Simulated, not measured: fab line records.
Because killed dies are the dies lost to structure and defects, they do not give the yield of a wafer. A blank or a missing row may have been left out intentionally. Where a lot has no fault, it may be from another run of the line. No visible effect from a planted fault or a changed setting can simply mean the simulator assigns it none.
The same fault as seen by 2 desks    flow sky130    every desk sees just its own numbers, and what lay behind them comes last

## TOOL OWNER'S DESK, lpcvd-02
The tool's own readings at SKY_SPACER_CVD_00 (deposits Si3N4 from DCS/NH3, target thk 43.1 nm, time 740 s): means of the sampled wafers that have a number, for each lot that ran on this tool. Marked OUT: a lot whose mean sits more than 4 standard deviations from the usual mean, which makes it out of limits; the brackets give that distance.
Columns: A = spike-tc-bottom-C at SKY_SPACER_CVD_00, usual 790.5 C; B = zone-power-bottom-pct at SKY_SPACER_CVD_00, usual 23.0 %; C = zone-power-upper-pct at SKY_SPACER_CVD_00, usual 13.7 %
lot   first seen here  A      B     C
L353  day 23 07:22     791.4  23.3  13.8
L354  day 23 17:07     791.9  23.2  14.0
L358  day 25 05:18     790.9  23.3  13.9
L359  day 25 22:23     792.5  23.4  14.0
L361  day 26 18:04     787.6  22.5  13.2
L362  day 26 21:55     791.1  23.3  13.8
L363  day 26 21:55     791.7  23.3  13.8
L365  day 28 00:45     791.2  23.4  13.9
L370  day 29 08:15     792.6  23.8  13.8
L371  day 29 22:38     790.9  23.2  13.9
Finding of this desk: none of the 10 lots has anything out of limits.

## METROLOGY DESK
Means of the sampled wafers that have a number, per lot and without regard to the tool the lot ran on: this is what the gauges read. Marked OUT: a lot whose mean sits more than 4 standard deviations from the usual mean, which makes it out of limits; the brackets give that distance.
Columns: A = SPACER_CVD_00_THK at SKY_SPACER_THK_MEAS_01, usual 42.8 nm; B = CONTACT_W_RS at SKY_CONTACT_RS_MEAS_25, usual 0.334 ohm/sq
lot   first seen here  A                B
L353  day 23 08:34     42.5             0.335
L354  day 23 18:57     42.5             0.329
L358  day 25 07:07     42.8             0.331
L359  day 26 01:05     42.7             0.342
L361  day 26 19:53     42.5             0.334
L362  day 26 23:44     43.2             0.341
L363  day 26 23:45     43.1             0.334
L365  day 28 01:59     42.3             0.331
L370  day 29 09:29     39.9 (-6.2) OUT  0.333
L371  day 29 23:51     39.6 (-6.9) OUT  0.331
Per this desk, out of limits: L370, L371; the first was L370, day 29 09:29 (SPACER_CVD_00_THK at SKY_SPACER_THK_MEAS_01). L353, L354, L358, L359, L361, L362, L363, L365: within limits.

## BROUGHT TOGETHER
L370, L371 would have let the metrology desk raise an alarm at day 29 09:29.
The desk of the tool owner found nothing out of limits.
On record at the tool owner's desk: L370, L371, within its limits.
Of the lots named, all ran SKY_SPACER_CVD_00 on lpcvd-02.

## WHAT THE SIMULATOR HAD INSERTED
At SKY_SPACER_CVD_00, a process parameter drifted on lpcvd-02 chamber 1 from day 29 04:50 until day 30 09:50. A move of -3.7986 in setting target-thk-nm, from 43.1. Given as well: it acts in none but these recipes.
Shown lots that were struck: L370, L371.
Hours from the fault's start to each desk's first reading out of limits: the metrology desk, 5.
